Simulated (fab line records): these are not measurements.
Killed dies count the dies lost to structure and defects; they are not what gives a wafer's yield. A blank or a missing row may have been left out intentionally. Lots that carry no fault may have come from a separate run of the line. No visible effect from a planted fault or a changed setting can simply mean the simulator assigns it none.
The tool behind it: which one? / flow gf180mcu / 36 wafers from 12 lots sampled at 4 of the route's 602 steps

## WHAT THE GAUGES SHOWED, per wafer
GF_POLY_GATE_THK_MEAS_17.
lot=L755; measured=day 9 07:36; on=film metro-03; POLY_GATE_OXIDATION_THK (nm)=4.11 3.99 4.01
lot=L756; measured=day 9 20:27; on=film metro-03; POLY_GATE_OXIDATION_THK (nm)=3.91 3.92 3.97
lot=L757; measured=day 9 21:57; on=film metro-02; POLY_GATE_OXIDATION_THK (nm)=3.75 3.82 3.81
lot=L758; measured=day 10 07:30; on=film metro-02; POLY_GATE_OXIDATION_THK (nm)=3.98 3.95 4.00
lot=L759; measured=day 10 13:29; on=film metro-01; POLY_GATE_OXIDATION_THK (nm)=3.98 3.94 4.01
lot=L762; measured=day 11 21:28; on=film metro-02; POLY_GATE_OXIDATION_THK (nm)=3.95 3.87 3.96
lot=L768; measured=day 13 09:53; on=film metro-01; POLY_GATE_OXIDATION_THK (nm)=3.99 4.02 3.86
lot=L769; measured=day 13 17:13; on=film metro-02; POLY_GATE_OXIDATION_THK (nm)=4.07 4.16 4.08
lot=L772; measured=day 14 11:02; on=film metro-02; POLY_GATE_OXIDATION_THK (nm)=3.90 3.94 3.95
lot=L775; measured=day 15 09:32; on=film metro-03; POLY_GATE_OXIDATION_THK (nm)=4.13 4.11 4.09
lot=L776; measured=day 15 18:59; on=film metro-01; POLY_GATE_OXIDATION_THK (nm)=4.02 4.05 4.12
lot=L778; measured=day 16 04:48; on=film metro-02; POLY_GATE_OXIDATION_THK (nm)=4.12 4.02 3.98

GF_HV_LDD_OVL_MEAS_08.
lot=L755; measured=day 10 01:46; on=overlay-02; HV_LDD_OVL (nm)=-0.3 2.3 0.9
lot=L756; measured=day 10 14:38; on=overlay-01; HV_LDD_OVL (nm)=3.7 2.6 1.2
lot=L757; measured=day 10 15:55; on=overlay-02; HV_LDD_OVL (nm)=1.4 0.9 2.3
lot=L758; measured=day 11 02:21; on=overlay-01; HV_LDD_OVL (nm)=-1.3 -1.4 -0.8
lot=L759; measured=day 11 07:33; on=overlay-02; HV_LDD_OVL (nm)=-0.6 -0.3 -0.9
lot=L762; measured=day 12 16:14; on=overlay-01; HV_LDD_OVL (nm)=-0.9 -2.0 -1.2
lot=L768; measured=day 14 06:15; on=overlay-01; HV_LDD_OVL (nm)=-74.3 -71.3 -71.7
lot=L769; measured=day 14 14:29; on=overlay-02; HV_LDD_OVL (nm)=-72.8 -73.9 -72.6
lot=L772; measured=day 15 08:47; on=overlay-02; HV_LDD_OVL (nm)=-1.6 -0.8 -2.9
lot=L775; measured=day 16 07:20; on=overlay-01; HV_LDD_OVL (nm)=-1.7 -0.1 0.4
lot=L776; measured=day 16 17:26; on=overlay-01; HV_LDD_OVL (nm)=-0.8 -1.8 -1.2
lot=L778; measured=day 17 04:17; on=overlay-02; HV_LDD_OVL (nm)=-0.4 0.5 -1.5

## WHAT TOOL EACH LOT RAN ON (gives the tool, then ch and the chambers of the sampled wafers, and finally the start)
lot=L755; GF_POLY_GATE_STRIP_14=plasma asher-03 ch 0,1, day 9 06:11; GF_HV_LDD_EXPOSE_04=iline stepper-01 ch 0, day 9 17:27
lot=L756; GF_POLY_GATE_STRIP_14=plasma asher-01 ch 0,1, day 9 17:53; GF_HV_LDD_EXPOSE_04=iline stepper-02 ch 0, day 10 05:30
lot=L757; GF_POLY_GATE_STRIP_14=plasma asher-01 ch 0,1, day 9 20:32; GF_HV_LDD_EXPOSE_04=iline stepper-02 ch 0, day 10 06:57
lot=L758; GF_POLY_GATE_STRIP_14=plasma asher-02 ch 0,1, day 10 06:05; GF_HV_LDD_EXPOSE_04=iline stepper-02 ch 0, day 10 17:03
lot=L759; GF_POLY_GATE_STRIP_14=plasma asher-02 ch 0,1, day 10 12:05; GF_HV_LDD_EXPOSE_04=iline stepper-02 ch 0, day 10 22:10
lot=L762; GF_POLY_GATE_STRIP_14=plasma asher-03 ch 0,1, day 11 17:59; GF_HV_LDD_EXPOSE_04=iline stepper-02 ch 0, day 12 06:43
lot=L768; GF_POLY_GATE_STRIP_14=plasma asher-03 ch 0,1, day 13 08:29; GF_HV_LDD_EXPOSE_04=iline stepper-02 ch 0, day 13 20:11
lot=L769; GF_POLY_GATE_STRIP_14=plasma asher-01 ch 0,1, day 13 15:49; GF_HV_LDD_EXPOSE_04=iline stepper-02 ch 0, day 14 03:48
lot=L772; GF_POLY_GATE_STRIP_14=plasma asher-03 ch 0,1, day 14 09:38; GF_HV_LDD_EXPOSE_04=iline stepper-01 ch 0, day 14 21:53
lot=L775; GF_POLY_GATE_STRIP_14=plasma asher-03 ch 0,1, day 15 08:08; GF_HV_LDD_EXPOSE_04=iline stepper-01 ch 0, day 15 20:57
lot=L776; GF_POLY_GATE_STRIP_14=plasma asher-03 ch 1, day 15 14:44; GF_HV_LDD_EXPOSE_04=iline stepper-01 ch 0, day 16 05:51
lot=L778; GF_POLY_GATE_STRIP_14=plasma asher-03 ch 0,1, day 16 03:23; GF_HV_LDD_EXPOSE_04=iline stepper-01 ch 0, day 16 16:40
- GF_POLY_GATE_STRIP_14: strips in O2/N2.
- GF_HV_LDD_EXPOSE_04: exposes mask Nplus LV AREA, target cd 400 nm.

## WHAT THE TOOLS THEMSELVES READ (means of the sampled wafers that have a number; where no wafer has one, the mark that the record gives instead)
GF_POLY_GATE_STRIP_14.
lot=L755; tool=plasma asher-03; drypump motor current A (A)=6.3; heater power w (W)=347; oes product au (a.u.)=0.503
lot=L756; tool=plasma asher-01; drypump motor current A (A)=5.8; heater power w (W)=372; oes product au (a.u.)=0.502
lot=L757; tool=plasma asher-01; drypump motor current A (A)=5.6; heater power w (W)=368; oes product au (a.u.)=0.509
lot=L758; tool=plasma asher-02; drypump motor current A (A)=5.5; heater power w (W)=290; oes product au (a.u.)=0.500
lot=L759; tool=plasma asher-02; drypump motor current A (A)=5.5; heater power w (W)=290; oes product au (a.u.)=0.507
lot=L762; tool=plasma asher-03; drypump motor current A (A)=6.4; heater power w (W)=366; oes product au (a.u.)=0.499
lot=L768; tool=plasma asher-03; drypump motor current A (A)=6.4; heater power w (W)=370; oes product au (a.u.)=0.502
lot=L769; tool=plasma asher-01; drypump motor current A (A)=5.7; heater power w (W)=378; oes product au (a.u.)=0.505
lot=L772; tool=plasma asher-03; drypump motor current A (A)=6.4; heater power w (W)=370; oes product au (a.u.)=0.507
lot=L775; tool=plasma asher-03; drypump motor current A (A)=6.4; heater power w (W)=348; oes product au (a.u.)=0.505
lot=L776; tool=plasma asher-03; drypump motor current A (A)=6.4; heater power w (W)=334; oes product au (a.u.)=0.502
lot=L778; tool=plasma asher-03; drypump motor current A (A)=6.4; heater power w (W)=367; oes product au (a.u.)=0.507

## THE ANSWER, worked out from the rows above alone
Rule: usual is defined by the lots themselves. Put in order of their means at a reading, lots are off if they are a third of the lots or fewer, leave a main group of 4 or more, and stand apart from it by a gap of 3 or more times the standard deviation of the main group's means; of several such gaps the widest counts. Not used: any main group whose means are identical at the precision the tables above print for the reading. A lot without any number at a reading at which 4 lots or more have one is off too. The other lots that the step has rows for count as sound. The gauges are gone through in route order, then the tools' own readings, and for those a lot's mean is taken as printed above. At the first step where some lot is off, the reading lying furthest off is the one used; lots without a number count as furthest.
Off: L768, L769, seen at GF_HV_LDD_OVL_MEAS_08 (HV_LDD_OVL). The main group has a mean of -0.2 nm with a standard deviation of 1.3.
If a tool, at a process step before that reading, ran all the lots that are off and no sound lot after the first of them, it fits. Gauges at GF_HV_LDD_OVL_MEAS_08: tried the same way as those tools. One fits: GF_HV_LDD_EXPOSE_04 on iline stepper-02. Its last sound lot is L762 (day 12 06:43), its first lot that is off L768 (day 13 20:11): a fault that began between those two fits.

## WHAT WAS PUT IN BY THE SIMULATOR
Scanner matching overlay: iline stepper-02, from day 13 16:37 on, at GF_HV_LDD_EXPOSE_04. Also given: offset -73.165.
Lots struck among those shown: L768, L769. The rule above reached the same finding.
